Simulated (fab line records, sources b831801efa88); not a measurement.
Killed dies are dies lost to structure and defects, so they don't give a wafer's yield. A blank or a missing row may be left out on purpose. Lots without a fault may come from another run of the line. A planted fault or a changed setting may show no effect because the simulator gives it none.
Split-lot experiment | flow sfq_line | 5 lots, 23 wafers read, on a route of 325 steps

THE SPLIT
At SFQ_TRILAYER_R5_BARC_OPEN_METAL_ETCH_177 (etches BARC in O2, target depth 125 nm, time 41.7 s), the setting time_s was moved away from the recipe's 41.7 s on 7 of the 23 wafers read, by -14.5% to +14.4%. The other wafers ran this setting at the recipe's value.

The reading is taken at the split's own step.

THE READING
oes_product_au, in a.u., at SFQ_TRILAYER_R5_BARC_OPEN_METAL_ETCH_177 (etches BARC in O2, target depth 125 nm, time 41.7 s). Fault-free wafers of this fab line usually give 0.685 a.u., standard deviation 0.005 a.u..

wafer  | tool, chamber at the split | time_s as run, s | against the recipe | oes_product_au, a.u. | against lot-mates on the recipe
L076.1 | rie_metal-02, 1            | 37.48            | -10.1%             | 0.717                | +0.039
L076.2 | rie_metal-02, 0            | 41.7             | recipe             | 0.677                | -
L076.3 | rie_metal-02, 0            | 41.7             | recipe             | 0.677                | -
L076.4 | rie_metal-02, 1            | 41.7             | recipe             | 0.680                | -
L076.6 | rie_metal-02, 1            | 37.48            | -10.1%             | 0.706                | +0.028
L078.1 | rie_metal-01, 1            | 41.7             | recipe             | 0.687                | -
L078.2 | rie_metal-01, 0            | 41.7             | recipe             | 0.690                | -
L078.4 | rie_metal-01, 0            | 47.69            | +14.4%             | 0.668                | -0.020
L078.5 | rie_metal-01, 0            | 47.69            | +14.4%             | 0.674                | -0.014
L078.6 | rie_metal-01, 1            | 47.69            | +14.4%             | 0.665                | -0.023
L079.2 | rie_metal-02, 1            | 41.7             | recipe             | 0.676                | -
L079.3 | rie_metal-02, 0            | 41.7             | recipe             | 0.693                | -
L079.4 | rie_metal-02, 1            | 41.7             | recipe             | 0.694                | -
L079.5 | rie_metal-02, 1            | 41.7             | recipe             | 0.700                | -
L079.6 | rie_metal-02, 0            | 41.7             | recipe             | 0.682                | -
L080.3 | rie_metal-01, 0            | 41.7             | recipe             | 0.689                | -
L080.5 | rie_metal-01, 0            | 41.7             | recipe             | 0.670                | -
L080.6 | rie_metal-01, 1            | 41.7             | recipe             | 0.686                | -
L084.1 | rie_metal-02, 1            | 35.64            | -14.5%             | 0.738                | +0.059
L084.2 | rie_metal-02, 0            | 41.7             | recipe             | 0.673                | -
L084.3 | rie_metal-02, 1            | 41.7             | recipe             | 0.681                | -
L084.5 | rie_metal-02, 1            | 41.7             | recipe             | 0.684                | -
L084.6 | rie_metal-02, 0            | 35.64            | -14.5%             | 0.735                | +0.056

THE FIT
A straight line over all 23 wafers: oes_product_au changes by -0.00217 a.u. for each +1% of time_s; r = -0.84; the points scatter about the line by 0.011 a.u..
The same after taking each lot's own level away (the mean of its wafers on the recipe; 23 wafers): -0.00253 a.u. for each +1%; r = -0.89; scatter 0.01 a.u..
On that fit, the largest move of time_s shifts the reading by 0.037 a.u..
The lots' own levels span 0.6780 to 0.6890 a.u., that is 2.2 times the standard deviation above.
So the lot-to-lot level changes the slope: the two fits differ.
Check: with one of the wafers moved furthest among these (-14.5%) left out of the fit, the line predicts +0.0369 a.u. for it against its lot-mates. It came out at +0.0587 a.u. against them.
Tool readings at the split's step, against how far the setting was moved: oes_product_au r = -0.84.

OTHER SPLITS ON THESE WAFERS
These wafers also went through other splits before the reading. Each is held against what the fit with the lots' levels taken away leaves over:
other split on the same wafers              | wafers away from the commonest value | r with oes_product_au (lot level and that fit taken away)
SFQ_TRILAYER_JJ_CE_LITHO_EXPOSE_115 dose_mj | 5                                    | +0.43
SFQ_TRILAYER_M5_LITHO_COAT_128 spin_rpm     | 6                                    | -0.27
SFQ_TRILAYER_M5_ETCH_METAL_ETCH_126 time_s  | 6                                    | -0.10
SFQ_TRILAYER_R5_LITHO_COAT_141 spin_rpm     | 8                                    | -0.14

THE WHOLE CHAIN: every reading that the file lists as answering this split, in the file's order
step                                     | what it does                                        | reading                                                                                   | change (the file's fit)                   | r (the file's)
SFQ_TRILAYER_R5_BARC_OPEN_METAL_ETCH_177 | etches BARC in O2, target depth 125 nm, time 41.7 s | oes_product_au                                                                            | -0.00277 a.u. for each +1% of the setting | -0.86
SFQ_TRILAYER_R5_BARC_OPEN_METAL_ETCH_177 | etches BARC in O2, target depth 125 nm, time 41.7 s | KrF_of_TRILAYER_R5_LITHO_COAT_136.thk_nm (the simulator's own value, which no gauge read) | -0.558 nm for each +1% of the setting     | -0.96

THE FILE'S OWN FIT
oes_product_au changes by -0.00277 a.u. for each +1% of time_s, r = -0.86.
